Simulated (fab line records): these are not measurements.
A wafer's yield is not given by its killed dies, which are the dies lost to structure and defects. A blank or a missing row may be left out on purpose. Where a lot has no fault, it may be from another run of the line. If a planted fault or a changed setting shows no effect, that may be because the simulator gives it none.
Which of the tools did it? :: flow gf180mcu :: 42 wafers from 14 lots sampled at 3 of the route's 602 steps

== WHAT THE GAUGES READ, wafer by wafer ==
GF_VT_IMPLANT_RS_MEAS_46: measurement is done with a four-point probe.
lot: L835
measured: day 7 16:05
on: film-metro-01
MVSD_RS (ohm/sq): 455.5 456.1 456.9

lot: L836
measured: day 7 22:21
on: film-metro-04
MVSD_RS (ohm/sq): 456.6 456.7 456.2

lot: L838
measured: day 8 13:24
on: film-metro-04
MVSD_RS (ohm/sq): 457.7 457.7 458.0

lot: L842
measured: day 9 10:40
on: film-metro-04
MVSD_RS (ohm/sq): 444.1 443.5 445.2 444.5 443.0 444.2

lot: L843
measured: day 9 17:07
on: film-metro-03
MVSD_RS (ohm/sq): 441.8 442.4 442.6 442.3 442.8 441.3

lot: L848
measured: day 11 04:42
on: film-metro-04
MVSD_RS (ohm/sq): 458.8 458.1 458.1

lot: L850
measured: day 11 18:11
on: film-metro-01
MVSD_RS (ohm/sq): 454.0 454.1 454.8

lot: L851
measured: day 12 00:49
on: film-metro-01
MVSD_RS (ohm/sq): 455.8 456.0 455.8

lot: L852
measured: day 12 06:36
on: film-metro-03
MVSD_RS (ohm/sq): 457.1 459.1 457.5

lot: L853
measured: day 12 13:07
on: film-metro-01
MVSD_RS (ohm/sq): 455.4 455.2 455.3

lot: L854
measured: day 12 21:13
on: film-metro-03
MVSD_RS (ohm/sq): 458.1 455.5 455.3

lot: L856
measured: day 13 07:33
on: film-metro-01
MVSD_RS (ohm/sq): 454.9 454.3 455.0

lot: L857
measured: day 13 18:14
on: film-metro-01
MVSD_RS (ohm/sq): 455.6 455.9 457.0

lot: L858
measured: day 14 05:11
on: film-metro-01
MVSD_RS (ohm/sq): 455.5 455.5 456.0

GF_VT_IMPLANT_RS_MEAS_47: measurement is done with a four-point probe.
lot: L835
measured: day 7 16:13
on: film-metro-01
NWELL_RS (ohm/sq): 486.4 486.1 485.0

lot: L836
measured: day 7 22:28
on: film-metro-04
NWELL_RS (ohm/sq): 485.8 485.3 485.4

lot: L838
measured: day 8 13:31
on: film-metro-04
NWELL_RS (ohm/sq): 490.1 489.5 489.4

lot: L842
measured: day 9 14:23
on: film-metro-04
NWELL_RS (ohm/sq): 487.5 488.8 488.4

lot: L843
measured: day 9 19:58
on: film-metro-03
NWELL_RS (ohm/sq): 487.9 488.9 488.9

lot: L848
measured: day 11 04:49
on: film-metro-04
NWELL_RS (ohm/sq): 489.4 490.4 489.3

lot: L850
measured: day 11 18:19
on: film-metro-01
NWELL_RS (ohm/sq): 487.0 487.4 486.6

lot: L851
measured: day 12 00:56
on: film-metro-01
NWELL_RS (ohm/sq): 486.6 486.8 488.3

lot: L852
measured: day 12 06:43
on: film-metro-03
NWELL_RS (ohm/sq): 487.6 488.0 487.4

lot: L853
measured: day 12 13:14
on: film-metro-01
NWELL_RS (ohm/sq): 488.8 488.1 486.8

lot: L854
measured: day 12 21:20
on: film-metro-03
NWELL_RS (ohm/sq): 486.8 486.4 485.7

lot: L856
measured: day 13 07:40
on: film-metro-01
NWELL_RS (ohm/sq): 487.5 488.2 487.8

lot: L857
measured: day 13 18:22
on: film-metro-01
NWELL_RS (ohm/sq): 485.5 486.5 487.0

lot: L858
measured: day 14 05:18
on: film-metro-01
NWELL_RS (ohm/sq): 487.3 488.0 487.1

== WHICH TOOL RAN EACH LOT (tool, then ch and the chambers of the sampled wafers, then the start) ==
lot: L835
GF_MVSD_IMPLANT_09: implanter-04 ch 0, day 4 12:50

lot: L836
GF_MVSD_IMPLANT_09: implanter-02 ch 0, day 4 18:08

lot: L838
GF_MVSD_IMPLANT_09: implanter-02 ch 0, day 5 07:50

lot: L842
GF_MVSD_IMPLANT_09: implanter-04 ch 0, day 6 02:17

lot: L843
GF_MVSD_IMPLANT_09: implanter-04 ch 0, day 6 08:23

lot: L848
GF_MVSD_IMPLANT_09: implanter-03 ch 0, day 7 14:00

lot: L850
GF_MVSD_IMPLANT_09: implanter-02 ch 0, day 8 02:52

lot: L851
GF_MVSD_IMPLANT_09: implanter-03 ch 0, day 8 07:20

lot: L852
GF_MVSD_IMPLANT_09: implanter-02 ch 0, day 8 13:26

lot: L853
GF_MVSD_IMPLANT_09: implanter-04 ch 0, day 8 19:25

lot: L854
GF_MVSD_IMPLANT_09: implanter-03 ch 0, day 8 23:31

lot: L856
GF_MVSD_IMPLANT_09: implanter-02 ch 0, day 9 10:02

lot: L857
GF_MVSD_IMPLANT_09: implanter-03 ch 0, day 9 17:59

lot: L858
GF_MVSD_IMPLANT_09: implanter-04 ch 0, day 9 22:31
- GF_MVSD_IMPLANT_09

== AS READ BY THE TOOLS THEMSELVES (means over the sampled wafers that have a number; for cases with no such wafer, the mark the record gives instead) ==
GF_MVSD_IMPLANT_09.
lot: L835
tool: implanter-04
beam-on-s (s): 9.97
faraday-current-uA: 28.3

lot: L836
tool: implanter-02
beam-on-s (s): 9.79
faraday-current-uA: 28.9

lot: L838
tool: implanter-02
beam-on-s (s): 10.10
faraday-current-uA: 28.0

lot: L842
tool: implanter-04
beam-on-s (s): 12.23
faraday-current-uA: 23.1

lot: L843
tool: implanter-04
beam-on-s (s): 11.82
faraday-current-uA: 23.9

lot: L848
tool: implanter-03
beam-on-s (s): 9.93
faraday-current-uA: 28.4

lot: L850
tool: implanter-02
beam-on-s (s): 9.96
faraday-current-uA: 28.3

lot: L851
tool: implanter-03
beam-on-s (s): 10.05
faraday-current-uA: 28.1

lot: L852
tool: implanter-02
beam-on-s (s): 9.84
faraday-current-uA: 28.6

lot: L853
tool: implanter-04
beam-on-s (s): 10.17
faraday-current-uA: 27.7

lot: L854
tool: implanter-03
beam-on-s (s): 10.07
faraday-current-uA: 28.1

lot: L856
tool: implanter-02
beam-on-s (s): 9.98
faraday-current-uA: 28.2

lot: L857
tool: implanter-03
beam-on-s (s): 9.92
faraday-current-uA: 28.6

lot: L858
tool: implanter-04
beam-on-s (s): 9.99
faraday-current-uA: 28.3

== THE ANSWER, worked out from the rows above alone ==
Rule: the lots themselves supply what counts as usual. The widest of any qualifying gaps counts: lots, ordered by their means at a reading, are off when they make up no more than a third of the lots, leave a main group of 4 or more, and stand apart from it by 3 or more times the standard deviation of that group's means. The tables above print the reading to a certain number of digits; a main group whose means all agree to those digits is not used. A lot without any number at a reading at which 4 lots or more have one is off too. The other lots that the step has rows for count as sound. The gauges are gone through in route order, then the tools' own readings, and for those a lot's mean is taken as printed above. The first step at which some lot is off is used, and at that step the reading that is off furthest; a lot without a number counts as furthest.
Off: at GF_VT_IMPLANT_RS_MEAS_46 (MVSD_RS), L842, L843. The main group: mean 456.3 ohm/sq, standard deviation 1.2.
If a tool, at a process step before that reading, ran all the lots that are off and no sound lot after the first of them, it fits. Not tried: the gauges at GF_VT_IMPLANT_RS_MEAS_46; whatever is off there is also off at GF_MVSD_IMPLANT_09, on other tools, and gauge error can't account for it. No candidate that was tried fits.

== WHAT WAS PUT IN BY THE SIMULATOR ==
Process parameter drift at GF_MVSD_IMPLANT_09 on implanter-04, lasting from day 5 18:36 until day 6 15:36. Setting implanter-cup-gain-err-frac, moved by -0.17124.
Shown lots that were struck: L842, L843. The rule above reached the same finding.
